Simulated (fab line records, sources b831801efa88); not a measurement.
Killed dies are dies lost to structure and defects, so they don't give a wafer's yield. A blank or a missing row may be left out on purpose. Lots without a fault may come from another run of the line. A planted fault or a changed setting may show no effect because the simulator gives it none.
Which tool did it? | flow sky130 | 24 lots, 72 wafers sampled, at 6 steps of a route of 708

WHAT THE GAUGES READ, wafer by wafer
SKY_VT_ADJUST_LVTN_OVL_MEAS_18.
lot  | measured     | on         | VT_ADJUST_LVTN_01_OVL (nm)
L074 | day 7 13:29  | overlay-01 | 1.7 3.2 1.7
L075 | day 7 21:35  | overlay-02 | 0.2 -2.6 1.0
L076 | day 8 04:02  | overlay-01 | 1.0 1.5 2.3
L077 | day 8 13:03  | overlay-01 | 2.0 2.5 2.2
L078 | day 8 16:50  | overlay-01 | 0.9 0.4 -0.3
L079 | day 9 04:14  | overlay-01 | 0.5 -0.3 -0.4
L080 | day 9 12:55  | overlay-02 | 2.1 1.1 2.3
L081 | day 9 20:34  | overlay-02 | 4.3 2.0 3.4
L082 | day 10 01:41 | overlay-01 | -1.1 0.0 0.6
L083 | day 10 05:49 | overlay-02 | 3.0 1.2 2.0
L084 | day 10 13:01 | overlay-02 | 1.8 0.8 2.9
L085 | day 10 21:01 | overlay-02 | 0.6 1.5 1.7
L086 | day 11 01:51 | overlay-02 | -1.3 -1.3 0.3
L087 | day 11 11:00 | overlay-01 | -0.1 1.9 1.5
L088 | day 11 14:36 | overlay-01 | 1.0 2.0 0.8
L089 | day 11 17:47 | overlay-02 | -0.2 2.0 1.2
L090 | day 12 10:53 | overlay-02 | 1.1 0.8 1.7
L091 | day 12 11:11 | overlay-02 | 0.8 2.0 1.7
L092 | day 12 18:02 | overlay-01 | 3.3 1.7 3.4
L093 | day 13 02:37 | overlay-01 | 1.5 1.7 2.0
L094 | day 13 07:48 | overlay-01 | -0.8 -0.1 -1.5
L095 | day 13 18:41 | overlay-02 | -2.2 -1.2 0.5
L096 | day 14 07:25 | overlay-01 | -0.4 1.2 0.4
L097 | day 14 16:07 | overlay-01 | 2.0 2.5 2.8

SKY_SD_P_CD_MEAS_07: target cd 380 nm.
lot  | measured     | on        | cd_nm (nm)
L074 | day 25 07:02 | cd_sem-01 | 377.7 378.3 377.4
L075 | day 25 19:58 | cd_sem-01 | 377.8 379.9 380.1
L076 | day 26 04:14 | cd_sem-02 | 381.4 378.4 380.1
L077 | day 26 15:36 | cd_sem-02 | 385.9 385.7 385.5
L078 | day 26 23:47 | cd_sem-02 | 381.3 380.1 381.8
L079 | day 27 11:23 | cd_sem-02 | 376.7 377.5 375.2
L080 | day 27 23:26 | cd_sem-01 | 379.0 378.3 380.2
L081 | day 28 06:02 | cd_sem-02 | 382.7 383.6 382.7
L082 | day 28 11:59 | cd_sem-01 | 379.5 380.0 378.9
L083 | day 28 14:35 | cd_sem-01 | 379.3 381.5 381.8
L084 | day 29 06:38 | cd_sem-01 | 380.9 378.1 380.0
L085 | day 29 15:38 | cd_sem-02 | 379.6 381.9 380.1
L086 | day 29 18:35 | cd_sem-01 | 380.1 380.0 379.7
L087 | day 30 03:47 | cd_sem-02 | 377.6 377.4 375.7
L088 | day 30 09:26 | cd_sem-01 | 375.3 377.9 378.8
L089 | day 30 13:45 | cd_sem-01 | 373.8 375.4 373.8
L090 | day 31 06:48 | cd_sem-01 | 381.5 384.5 384.4
L091 | day 31 08:05 | cd_sem-02 | 380.8 378.2 381.3
L092 | day 31 19:41 | cd_sem-01 | 379.2 378.9 379.0
L093 | day 32 00:36 | cd_sem-01 | 383.9 382.2 383.3
L094 | day 32 10:08 | cd_sem-01 | 380.7 380.3 378.1
L095 | day 32 18:41 | cd_sem-02 | 381.1 378.6 376.5
L096 | day 33 06:43 | cd_sem-01 | 374.0 375.9 375.9
L097 | day 33 14:06 | cd_sem-02 | 379.7 381.8 381.3

SKY_VIA2_THK_MEAS_01.
lot  | measured     | on            | VIA2_HDPCVD_THK (nm)
L074 | day 35 03:14 | film_metro-01 | 1180 1200 1202
L075 | day 35 17:09 | film_metro-03 | 1183 1183 1185
L076 | day 35 22:36 | film_metro-02 | 1159 1162 1152
L077 | day 36 08:15 | film_metro-03 | 1192 1187 1184
L078 | day 36 16:05 | film_metro-03 | 1188 1186 1183
L079 | day 37 01:19 | film_metro-02 | 1150 1160 1154
L080 | day 37 10:04 | film_metro-02 | 1183 1167 1184
L081 | day 37 17:13 | film_metro-02 | 1185 1186 1199
L082 | day 38 00:39 | film_metro-01 | 1187 1187 1191
L083 | day 38 01:43 | film_metro-02 | 1185 1181 1180
L084 | day 38 16:26 | film_metro-01 | 1160 1182 1188
L085 | day 38 23:25 | film_metro-01 | 1199 1176 1173
L086 | day 39 04:39 | film_metro-01 | 1182 1189 1178
L087 | day 39 08:49 | film_metro-02 | 1180 1192 1188
L088 | day 39 12:43 | film_metro-02 | 1165 1167 1164
L089 | day 39 15:52 | film_metro-03 | 1182 1186 1199
L090 | day 40 08:54 | film_metro-03 | 1184 1170 1182
L091 | day 40 09:42 | film_metro-02 | 1185 1167 1188
L092 | day 40 19:32 | film_metro-03 | 1185 1188 1190
L093 | day 41 01:11 | film_metro-02 | 1157 1173 1160
L094 | day 41 10:04 | film_metro-02 | 1176 1184 1190
L095 | day 41 16:38 | film_metro-01 | 1159 1156 1162
L096 | day 42 05:14 | film_metro-02 | 1185 1173 1159
L097 | day 42 09:20 | film_metro-03 | 1166 1175 1180

SKY_VIA2_RS_MEAS_22: measures by four-point-probe.
lot  | measured     | on            | VIA2_W_RS (ohm/sq)
L074 | day 36 06:23 | film_metro-03 | 0.275 0.274 0.276
L075 | day 36 20:43 | film_metro-02 | 0.262 0.262 0.277
L076 | day 37 01:21 | film_metro-01 | 0.278 0.277 0.261
L077 | day 37 10:54 | film_metro-02 | 0.269 0.272 0.272
L078 | day 37 19:02 | film_metro-03 | 0.270 0.274 0.269
L079 | day 38 04:40 | film_metro-01 | 0.261 0.273 0.273
L080 | day 38 12:44 | film_metro-01 | 0.274 0.263 0.278
L081 | day 38 20:10 | film_metro-03 | 0.270 0.275 0.275
L082 | day 39 03:29 | film_metro-02 | 0.271 0.277 0.270
L083 | day 39 04:55 | film_metro-01 | 0.265 0.272 0.277
L084 | day 39 17:36 | film_metro-01 | 0.258 0.273 0.257
L085 | day 40 01:14 | film_metro-01 | 0.268 0.272 0.267
L086 | day 40 06:11 | film_metro-01 | 0.260 0.275 0.263
L087 | day 40 11:13 | film_metro-02 | 0.275 0.277 0.273
L088 | day 40 14:41 | film_metro-01 | 0.260 0.276 0.261
L089 | day 40 17:20 | film_metro-03 | 0.274 0.274 0.269
L090 | day 41 09:53 | film_metro-03 | 0.271 0.274 0.265
L091 | day 41 11:02 | film_metro-03 | 0.264 0.276 0.276
L092 | day 41 20:34 | film_metro-03 | 0.262 0.263 0.279
L093 | day 42 02:55 | film_metro-02 | 0.269 0.269 0.271
L094 | day 42 11:52 | film_metro-01 | 0.269 0.275 0.267
L095 | day 42 17:40 | film_metro-02 | 0.275 0.261 0.276
L096 | day 43 06:16 | film_metro-02 | 0.275 0.279 0.258
L097 | day 43 09:56 | film_metro-02 | 0.265 0.275 0.266

SKY_METAL3_OVL_MEAS_14.
lot  | measured     | on         | METAL3_OVL (nm)
L074 | day 38 10:47 | overlay-02 | 5 -4 7
L075 | day 39 00:10 | overlay-01 | 2 1 3
L076 | day 39 06:37 | overlay-01 | 12 14 3
L077 | day 39 12:55 | overlay-01 | 12 4 8
L078 | day 39 23:17 | overlay-01 | -4 -3 -2
L079 | day 40 07:36 | overlay-01 | -1 -1 8
L080 | day 40 15:21 | overlay-02 | 5 2 -4
L081 | day 40 23:00 | overlay-01 | 3 4 -2
L082 | day 41 04:33 | overlay-02 | 11 -2 6
L083 | day 41 06:48 | overlay-01 | -6 -9 8
L084 | day 41 19:17 | overlay-02 | -5 -6 -2
L085 | day 42 02:49 | overlay-02 | 2 -1 3
L086 | day 42 06:37 | overlay-02 | -6 0 12
L087 | day 42 11:35 | overlay-01 | 8 -6 0
L088 | day 42 16:04 | overlay-02 | 6 10 8
L089 | day 42 18:35 | overlay-02 | 11 5 0
L090 | day 43 10:34 | overlay-02 | 2 -1 2
L091 | day 43 11:36 | overlay-01 | -4 0 -4
L092 | day 43 20:53 | overlay-02 | 2 2 -3
L093 | day 44 02:40 | overlay-02 | -2 4 7
L094 | day 44 10:53 | overlay-01 | -4 0 -2
L095 | day 44 16:24 | overlay-02 | -10 -10 -1
L096 | day 45 04:12 | overlay-01 | 4 -3 -7
L097 | day 45 07:45 | overlay-02 | 7 3 5

SKY_VIA3_OVL_MEAS_13.
lot  | measured     | on         | VIA3_OVL (nm)
L074 | day 39 13:03 | overlay-02 | 4 5 8
L075 | day 40 02:46 | overlay-02 | -5 -7 -9
L076 | day 40 10:31 | overlay-01 | 0 7 2
L077 | day 40 15:22 | overlay-01 | -2 -9 4
L078 | day 41 00:46 | overlay-01 | -6 9 5
L079 | day 41 09:14 | overlay-01 | 0 -2 -1
L080 | day 41 17:29 | overlay-02 | -1 3 -2
L081 | day 42 00:15 | overlay-01 | -3 -7 -6
L082 | day 42 06:01 | overlay-01 | 4 13 1
L083 | day 42 08:09 | overlay-02 | -11 -3 -2
L084 | day 42 20:42 | overlay-01 | -1 -6 -6
L085 | day 43 04:25 | overlay-02 | 2 1 6
L086 | day 43 07:19 | overlay-02 | 1 9 10
L087 | day 43 12:49 | overlay-02 | 6 -1 10
L088 | day 43 16:13 | overlay-01 | -5 -1 7
L089 | day 43 19:19 | overlay-02 | 0 -14 -3
L090 | day 44 11:04 | overlay-02 | -3 -7 -11
L091 | day 44 11:32 | overlay-01 | -2 3 -5
L092 | day 44 20:23 | overlay-02 | 4 8 6
L093 | day 45 02:07 | overlay-01 | 4 10 5
L094 | day 45 09:32 | overlay-02 | -4 1 -6
L095 | day 45 16:05 | overlay-02 | -4 3 -3
L096 | day 46 03:04 | overlay-02 | -9 -3 -3
L097 | day 46 06:40 | overlay-02 | 2 8 6

WHICH TOOL RAN EACH LOT (tool, then ch and the chambers of the sampled wafers, then the start)
The record holds no process step before these readings.

WHAT THE TOOLS THEMSELVES READ (means of the sampled wafers that have a number; where no wafer has one, the mark that the record gives instead)
The record holds no such reading with a usual standard deviation.

THE ANSWER, worked out from the rows above alone
Rule: what is usual is taken from the lots themselves. Put in order of their means at a reading, lots are off if they are a third of the lots or fewer, leave a main group of 4 or more, and stand apart from it by a gap of 3 or more times the standard deviation of the main group's means; of several such gaps the widest counts. A main group whose means are all the same, to the digits that the tables above print for the reading, isn't used. A lot without any number at a reading at which 4 lots or more have one is off too. The other lots that the step has rows for count as sound. The gauges are gone through in route order, then the tools' own readings, and for those a lot's mean is taken as printed above. The first step at which some lot is off is used, and at that step the reading that is off furthest; a lot without a number counts as furthest.
No lot is off at any reading shown: from this, nothing can be told.

WHAT THE SIMULATOR HAD PUT IN
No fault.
